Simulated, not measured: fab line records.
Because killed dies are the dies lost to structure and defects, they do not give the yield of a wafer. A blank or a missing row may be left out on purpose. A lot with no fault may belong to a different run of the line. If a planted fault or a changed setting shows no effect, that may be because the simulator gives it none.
Comparing a struck lot with a sound one | flow gf180mcu | 15 out of 602 route steps
Sound: the wafers L474.1, L474.2, L474.5. Wafers L469.2, L469.3, L469.4 were the ones struck. The cause comes at the end.
Per side, at each step with rows, come the tool, then ch with its chambers, and then its first start. Under that, the readings that differ: sound wafers | struck wafers | difference of the means | sigmas: that difference in standard deviations of wafers without a fault.
alike: a reading whose means differ by less than 2 such deviations, as well as words and numbers matching on both sides. not compared: withheld readings; readings where some wafer has no value; bounds like >300 that might hide an equal value; numbers whose values overlap and for which the record gives no deviation.
Wherever a step has rows on one side only, a row that says differs or no value, or a row with sigmas, the two part there. Non-overlapping numbers with no deviation appear without sigmas and do not part them. Lack of a reading on every wafer of one side parts them only where that side has two or more wafers.

first, 2 steps without rows for these wafers: GF_V1_STRIP_19 (strips in post etch residue remover, time 1200 s); GF_V1_CLEAN_20 (cleans in DIW).
GF_V1_SPUTTER_21: material Ti, target thk 15 nm, time 80.02 s.
  struck on pvd sputter-03, day 24 01:10; sound on pvd sputter-01, day 25 15:37
  alike: cathode dc power W, chamber pressure pa, throttle valve pct
GF_V1_SPUTTER_22: material TiN, target thk 10 nm, time 40 s.
  struck on pvd sputter-03, day 24 01:14; sound on pvd sputter-01, day 25 15:41
  alike: cathode dc power W, chamber pressure pa, throttle valve pct
then, 1 step without rows for these wafers: GF_V1_CVD_23 (deposits W, target thk 350 nm, time 105.05 s).
GF_V1_RS_MEAS_24: the measuring method here is four-point-probe.
  struck on film metro-04, day 24 01:24; sound on film metro-01, day 25 15:50
  alike: V1_W_RS
GF_V1_THK_MEAS_25: measures by xrf.
  struck on film metro-04, day 24 01:31; sound on film metro-01, day 25 15:57
  alike: V1_W_THK
GF_V1_CMP_26: polishes, stops on SiO2, t overpolish 15 s, target thk 0 nm.
  sound on cmp-01 ch 1,2,3, day 25 16:21; struck on cmp-02 ch 0,2,3, day 24 01:34
  alike: motor current A, overpolish run s, time to endpoint s
GF_M2_SPUTTER_00: material Ti, target thk 37.5 nm, time 150 s.
  struck on pvd sputter-02, day 24 01:52; sound on pvd sputter-02, day 25 16:36
  alike: cathode dc power W, chamber pressure pa, throttle valve pct
then, 1 step without rows for these wafers: GF_M2_SPUTTER_01 (material TiN, target thk 30 nm, time 25 s).
GF_M2_SPUTTER_02: material AlCu, target thk 450 nm, time 23.9 s.
  struck on pvd sputter-02, day 24 01:59; sound on pvd sputter-02, day 25 16:44
  alike: cathode dc power W, chamber pressure pa, throttle valve pct
then, 1 step without rows for these wafers: GF_M2_SPUTTER_03 (material Ti, target thk 10 nm, time 6.7 s).
GF_M2_SPUTTER_04: material TiN, target thk 50 nm, time 41.7 s.
  struck on pvd sputter-02, day 24 02:02; sound on pvd sputter-02, day 25 16:47
  no value came back on the struck wafers for cathode dc power W (W), chamber pressure pa (Pa), throttle valve pct (%); on the sound wafers cathode dc power W (W) reads 6500.2 6500.7 6500.1
GF_M2_THK_MEAS_06: measures by xrf.
  struck on film metro-04, day 24 02:13; sound on film metro-01, day 25 16:56
  reading          | sound       | struck      | difference | sigmas
  M2_ALCU_THK (nm) | 449 440 443 | 493 490 500 | +50        | +11
then, 1 step without rows for these wafers: GF_M2_DEHYDRATE_07 (time 60 s).

## WHERE THEY PART
Last at GF_M2_THK_MEAS_06 as far as this record goes, first at GF_M2_SPUTTER_04.

WHY: whatever the simulator had introduced
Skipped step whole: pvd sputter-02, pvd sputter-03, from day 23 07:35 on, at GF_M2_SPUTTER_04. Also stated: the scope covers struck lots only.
